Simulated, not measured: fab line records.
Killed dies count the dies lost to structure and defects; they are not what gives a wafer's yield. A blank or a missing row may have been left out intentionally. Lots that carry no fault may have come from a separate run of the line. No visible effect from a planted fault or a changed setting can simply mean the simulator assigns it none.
fab line records    flow sky130
[record] lots = 13  wafers = 39  lastDay = 50
route steps=708 shown GATE_OXIDE@200 CONTACT@423 VIA1@459 PAD_OPEN@708
lots untouched by any fault: they come from a run of this same line in which no faults occurred
startH: hours from the record's first day to the start of the lot's first wafer shown    waitH: hours elapsed since this lot's preceding step    " the same as in the row above    L1.1+2: several wafers, shown together as one row    - no value present, or no start provided    * or withheld: withheld    < > ~ a bound
route shown NAME@n: a module of which the file shows steps, and the number in the route of the first    usual: average and standard deviation across the fault-free wafers    same: alike in all rows    chamber/n: place in a boat    sites: per-site readings    _std_site: the standard deviation of these    _edge_site: outer sites' mean less inner sites'    radiusMm: for every site, how far away it sits from the centre of the wafer    mask NAME#n: copy n    behind: the tool/chamber that last shaped the wafer    hold: why the lot was held/for how many hours/how that ended    device: names the non-switching transistor (n, p or np)    end of line: the same wafers' tests at the end of the route    a step without rows: its recipe alone    killed: the dies lost at the first sort to structure and to defects; this is not the yield of the wafer    map: per-die view of a wafer (x killed, . not killed, _ where there is no die)
set.NAME: the setting that was run; set.NAME@STEP: the one run at that earlier step    model.NAME: the simulator's own value behind a step, which no gauge read
route steps across a sampled set of lots; one table per step, one row per wafer
services: when a tool's chamber went out of use (startH, in hours from the record's first day, below 0 if earlier), for how many hours, and the reason
[[steps]]
[step SKY_GATE_OXIDE_STRIP_13]
[recipe] chemistry = O2/N2  powerW = 1400  pressureMtorr = 1500  platenTempC = withheld  o2FlowSccm = 3000  n2FlowSccm = 300  overashFraction = 0.5
[usual] drypumpMotorCurrentA = 5.96/0.28  oesProductAu = 0.715/0.0043  stripTimeToEndpointS = 14.19/0.043
lot.wafer  tool            chamber  startH  waitH  drypumpMotorCurrentA  oesProductAu  rfHoursCounterH  stripTimeToEndpointS
L552.1     plasmaAsher-01  0        300.71  0.0    6.15                  0.718         49               14.23
L552.3     "               0        "       "      6.15                  0.718         -                14.20
L552.5     "               0        "       "      6.14                  0.720         -                14.19
L555.1     plasmaAsher-02  1        323.01  0.0    5.53                  0.714         63               14.20
L555.3     "               1        "       "      5.56                  0.713         -                14.19
L555.6     "               0        "       "      5.95                  0.712         -                14.19
L556.2     plasmaAsher-01  0        338.49  0.0    6.13                  0.713         52               14.15
L556.3     "               0        "       "      6.14                  0.715         -                14.11
L556.4     "               1        "       "      6.10                  0.714         -                14.14
L557.2     plasmaAsher-01  0        357.66  0.0    6.17                  0.716         54               14.17
L557.4     "               1        "       "      6.10                  0.717         -                14.13
L557.5     "               1        "       "      6.13                  0.720         -                14.16
L558.2     plasmaAsher-02  1        368.46  0.0    5.57                  0.717         67               14.21
L558.3     "               1        "       "      5.56                  0.715         -                14.22
L558.4     "               0        "       "      5.93                  0.713         -                14.27
L560.2     plasmaAsher-03  1        386.97  0.0    5.78                  0.713         27               14.18
L560.3     "               0        "       "      6.46                  0.726         -                14.17
L560.4     "               1        "       "      5.80                  0.725         -                14.19
L561.2     plasmaAsher-03  1        391.66  0.0    5.80                  0.715         27               14.23
L561.3     "               1        "       "      5.80                  0.710         -                14.22
L561.5     "               0        "       "      6.47                  0.715         -                14.20
L564.1     plasmaAsher-01  1        428.20  0.0    6.13                  0.718         61               14.20
L564.2     "               0        "       "      6.11                  0.723         61               14.21
L564.6     "               1        "       "      6.09                  0.719         -                14.19
L565.2     plasmaAsher-01  0        431.51  0.0    6.15                  0.716         61               14.20
L565.3     "               1        "       "      6.10                  0.715         -                14.18
L565.5     "               1        "       "      6.10                  0.713         -                14.20
L566.2     plasmaAsher-01  0        440.09  0.0    6.13                  0.937         62               -
L566.4     "               0        "       "      6.16                  0.942         -                -
L566.6     "               1        "       "      6.11                  0.934         -                -
L571.3     plasmaAsher-03  1        470.97  0.0    5.77                  0.712         -                14.13
L571.4     "               0        "       "      6.46                  0.715         -                14.12
L571.5     "               0        "       "      6.48                  0.706         -                14.15
L573.1     plasmaAsher-02  1        488.26  0.0    5.53                  0.718         6                14.23
L573.2     "               0        "       "      5.91                  0.719         6                14.19
L573.4     "               0        "       "      5.90                  0.717         -                14.21
L574.1     plasmaAsher-02  1        491.70  0.0    5.56                  0.710         6                14.12
L574.2     "               0        "       "      5.91                  0.716         6                14.13
L574.3     "               1        "       "      5.54                  0.715         -                14.09
[step SKY_CONTACT_ETCH_17]
[recipe] target = SiO2  chemistry = C4F8/O2/Ar  stopOn = Si3N4  maskMaterial = KrF-thick  sourceW = 1500  biasW = 1200  pressureMtorr = 40  c4f8FlowSccm = withheld  O2_flow_sccm = 6  Ar_flow_sccm = 300  timeS = withheld  targetDepthA = 3400
[usual] oesProductAu = 0.893/0.0048
lot.wafer  tool        chamber  startH  waitH  oesProductAu
L552.1     rieDiel-03  1        725.07  0.0    0.891
L552.3     "           0        "       "      0.897
L552.5     "           2        "       "      0.892
L555.1     rieDiel-02  1        748.99  0.0    0.894
L555.3     "           0        "       "      0.879
L555.6     "           1        "       "      0.888
L556.2     rieDiel-04  2        760.79  0.0    0.886
L556.3     "           3        "       "      0.898
L556.4     "           0        "       "      0.888
L557.2     rieDiel-02  1        780.62  0.0    0.897
L557.4     "           0        "       "      0.892
L557.5     "           2        "       "      0.892
L558.2     rieDiel-02  2        787.24  0.0    0.896
L558.3     "           1        "       "      0.892
L558.4     "           0        "       "      0.896
L560.2     rieDiel-04  1        806.16  0.0    0.888
L560.3     "           2        "       "      0.892
L560.4     "           3        "       "      0.894
L561.2     rieDiel-04  1        809.97  0.0    0.889
L561.3     "           3        "       "      0.891
L561.5     "           3        "       "      0.894
L565.2     rieDiel-02  3        846.06  0.0    0.893
L565.3     "           0        "       "      0.897
L565.5     "           1        "       "      0.895
L564.1     rieDiel-04  2        846.29  0.0    0.892
L564.2     "           1        "       "      0.893
L564.6     "           2        "       "      0.890
L571.3     rieDiel-02  2        878.41  0.0    0.892
L571.4     "           3        "       "      0.888
L571.5     "           2        "       "      0.896
L573.1     rieDiel-02  3        892.30  0.0    0.890
L573.2     "           1        "       "      0.892
L573.4     "           2        "       "      0.888
L574.1     rieDiel-02  0        895.70  0.0    0.891
L574.2     "           3        "       "      0.887
L574.3     "           2        "       "      0.884
[step SKY_VIA1_THK_MEAS_01]
[recipe] reads = SiO2_of_VIA1_HDPCVD_00
[usual] VIA1_HDPCVD_THK = 1022/12
lot.wafer  tool          chamber  startH  waitH  VIA1_HDPCVD_THK[nm]
L552.1     filmMetro-01  -        754.76  0.1    1027
L552.3     "             -        "       "      1016
L552.5     "             -        "       "      1028
L555.1     filmMetro-01  -        778.02  0.1    1016
L555.3     "             -        "       "      1029
L555.6     "             -        "       "      1005
L556.2     filmMetro-02  -        789.93  0.1    1018
L556.3     "             -        "       "      1025
L556.4     "             -        "       "      1010
L557.2     filmMetro-01  -        809.75  0.1    1030
L557.4     "             -        "       "      1028
L557.5     "             -        "       "      1033
L558.2     filmMetro-02  -        816.12  0.1    1020
L558.3     "             -        "       "      1022
L558.4     "             -        "       "      1019
L560.2     filmMetro-03  -        834.47  0.1    1001
L560.3     "             -        "       "      1016
L560.4     "             -        "       "      1006
L561.2     filmMetro-03  -        839.28  0.1    1012
L561.3     "             -        "       "      1021
L561.5     "             -        "       "      1020
L565.2     filmMetro-02  -        874.18  0.1    1032
L565.3     "             -        "       "      1025
L565.5     "             -        "       "      1037
L564.1     filmMetro-01  -        874.36  0.1    1036
L564.2     "             -        "       "      1028
L564.6     "             -        "       "      1035
L571.3     filmMetro-02  -        907.13  0.1    1044
L571.4     "             -        "       "      1042
L571.5     "             -        "       "      1028
L573.1     filmMetro-01  -        920.55  0.1    1005
L573.2     "             -        "       "      1019
L573.4     "             -        "       "      1007
L574.1     filmMetro-03  -        924.02  0.1    1020
L574.2     "             -        "       "      1020
L574.3     "             -        "       "      1026
[step SKY_VIA1_CMP_02]
[recipe] material = SiO2  downForcePsi = 4  platenRpm = 60  padVelocityMS = 0.94248
[usual] edgeZonePressureFrac = 0.999/0.0052  motorCurrentA = 11.6/1.1
lot.wafer  tool    chamber  startH  waitH  edgeZonePressureFrac  motorCurrentA
L552.3     cmp-02  1        754.87  0.1    0.996                 12.3
L552.1     "       2        "       "      1.008                 9.7
L552.5     "       1        "       "      0.994                 11.7
L555.3     cmp-02  0        778.08  0.0    0.999                 10.8
L555.1     "       3        "       "      0.987                 11.3
L555.6     "       1        "       "      1.002                 11.4
L556.3     cmp-01  1        790.03  0.1    1.001                 12.8
L556.2     "       2        "       "      0.997                 13.5
L556.4     "       3        "       "      0.996                 10.8
L557.4     cmp-01  3        809.80  0.0    0.996                 11.3
L557.2     "       0        "       "      0.999                 10.8
L557.5     "       0        "       "      0.998                 11.1
L558.4     cmp-01  1        816.17  0.0    1.006                 12.4
L558.2     "       2        "       "      0.988                 13.5
L558.3     "       3        "       "      0.992                 10.8
L560.2     cmp-01  3        834.57  0.1    0.994                 11.4
L560.4     "       0        "       "      1.000                 11.2
L560.3     "       1        "       "      1.009                 13.3
L561.3     cmp-01  2        839.43  0.1    1.001                 13.9
L561.2     "       3        "       "      0.994                 11.2
L561.5     "       1        "       "      0.992                 13.3
L565.2     cmp-02  2        874.23  0.0    0.999                 9.7
L565.3     "       1        "       "      0.996                 11.4
L565.5     "       2        "       "      1.000                 9.8
L564.1     cmp-02  2        874.63  0.3    0.995                 9.8
L564.2     "       3        "       "      0.994                 10.6
L564.6     "       1        "       "      0.996                 12.1
L571.3     cmp-02  1        907.17  0.0    1.004                 12.1
L571.4     "       3        "       "      0.993                 11.3
L571.5     "       2        "       "      0.991                 9.8
L573.1     cmp-01  3        920.61  0.1    0.991                 11.5
L573.4     "       0        "       "      1.007                 10.9
L573.2     "       1        "       "      1.004                 12.0
L574.1     cmp-01  1        924.08  0.1    1.007                 12.2
L574.2     "       2        "       "      0.998                 13.7
L574.3     "       0        "       "      0.997                 10.6
[step SKY_PAD_OPEN_PROBE_99]
[usual] killed_at_M0_to_M3 = 44/7.3  killed_at_M4_up = 3.1/1.9  killedAtContacts = 24/5.3  killedAtFrontEnd = 15/4  killedAtOther = 0.4/0.6  killedDies = 86/9.2  killedOnRim = 17/3.5  killedOpen = 47/6.9  killedShort = 39/6.9
[same] grossDies = 492  killedAtBackSide = 0
lot.wafer  tool       chamber  startH   waitH  killed_at_M0_to_M3  killed_at_M4_up  killedAtContacts  killedAtFrontEnd  killedAtOther  killedDies  killedOnRim  killedOpen  killedShort
L566.2     prober-02  -        1161.04  0.1    39                  1                24                427               1              492         96           41          40
L566.4     prober-02  -        1161.14  0.2    48                  6                31                406               1              492         96           49          48
L566.6     prober-02  -        1161.24  0.2    44                  2                20                425               1              492         96           41          40
// killed by level:class
L566.2 GATE_OXIDE:areaOxidation=409 VIA1:geometricParticle:open=10 CONTACT:geometricParticle:open=9 FIELD_ISO:geometricParticle:open=5 LI_CONTACT:geometricParticle:open=5 LOCAL_INTERCONNECT:geometricParticle:short=5 VIA2:geometricParticle:short=5 VIA2:geometricParticle:open=5
L566.4 GATE_OXIDE:areaOxidation=394 VIA1:geometricParticle:open=15 CONTACT:geometricParticle:open=10 LOCAL_INTERCONNECT:geometricParticle:short=9 METAL1:geometricParticle:short=7 FIELD_ISO:geometricParticle:short=6 LI_CONTACT:geometricParticle:open=6 VIA2:geometricParticle:open=6
L566.6 GATE_OXIDE:areaOxidation=410 VIA1:geometricParticle:open=8 LI_CONTACT:geometricParticle:open=7 VIA2:geometricParticle:open=7 CONTACT:geometricParticle:open=6 METAL1:geometricParticle:short=6 FIELD_ISO:geometricParticle:short=5 VIA3:geometricParticle:short=5
[[services]]
tool        chamber  startH  hours  kind
rieDiel-02  2        349.57  12.3   repair
cmp-01      -        363.46  0.8    repair
rieDiel-02  2        374.76  8.0    repair
rieDiel-02  0        383.35  13.7   repair
rieDiel-02  1        385.54  2.7    repair
cmp-01      -        385.91  2.1    repair
rieDiel-02  3        407.98  3.7    repair
cmp-01      -        433.10  2.5    repair
cmp-01      -        443.94  3.9    repair
rieDiel-02  3        462.29  6.4    repair
cmp-01      -        479.16  2.7    repair
cmp-01      -        491.50  6.2    repair
cmp-01      -        510.79  1.5    repair
rieDiel-02  0        531.18  7.0    repair
cmp-01      -        532.02  4.1    pm
rieDiel-02  1        542.41  3.3    repair
rieDiel-02  3        554.44  8.7    repair
cmp-01      -        554.80  0.3    repair
cmp-01      -        570.81  5.4    pm
cmp-01      -        576.20  4.0    pm
rieDiel-02  3        582.88  3.7    repair
cmp-01      -        632.21  2.1    repair
rieDiel-02  0        675.93  15.2   repair
cmp-01      -        685.82  1.6    repair
[[key]]
[firstSign] step = SKY_GATE_OXIDE_STRIP_13  reading = oesProductAu  direction = up  sigmas = 51  usual = 0.715  struck = 0.938
[effect] step = SKY_PAD_OPEN_PROBE_99  reading = killedAtFrontEnd  direction = up  sigmas = 99+  usual = 15  struck = 419
[moreKillsBornAt] SKY_GATE_OXIDE_OXIDATION_16@furnace-01 = 1213
metAt SKY_GATE_OXIDE_STRIP_13
struckLots L566
laterRowsLeftOut L566.2,L566.4,L566.6
testerLeftOut L566
notActingAt SKY_CONTACT_ETCH_17,SKY_VIA1_THK_MEAS_01,SKY_VIA1_CMP_02
onsetBetween 431.51 440.09
[fault] kind = stripAborted  tool = plasmaAsher-01  chamber = -  onsetH = 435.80  steps = SKY_GATE_OXIDE_STRIP_13  offset = 0.66231  endH = 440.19
// testerLeftOut: of these lots the tester's yield and bins aren't shown, on N5 and GAA mostly nor the transistor test; their killed dies are dies lost to structure and defects alone, not to doping, threshold or leakage, so they don't give the yield
// laterRowsLeftOut: the simulator's readings of these wafers behind a module that went badly wrong aren't trusted and aren't shown, but for the sort
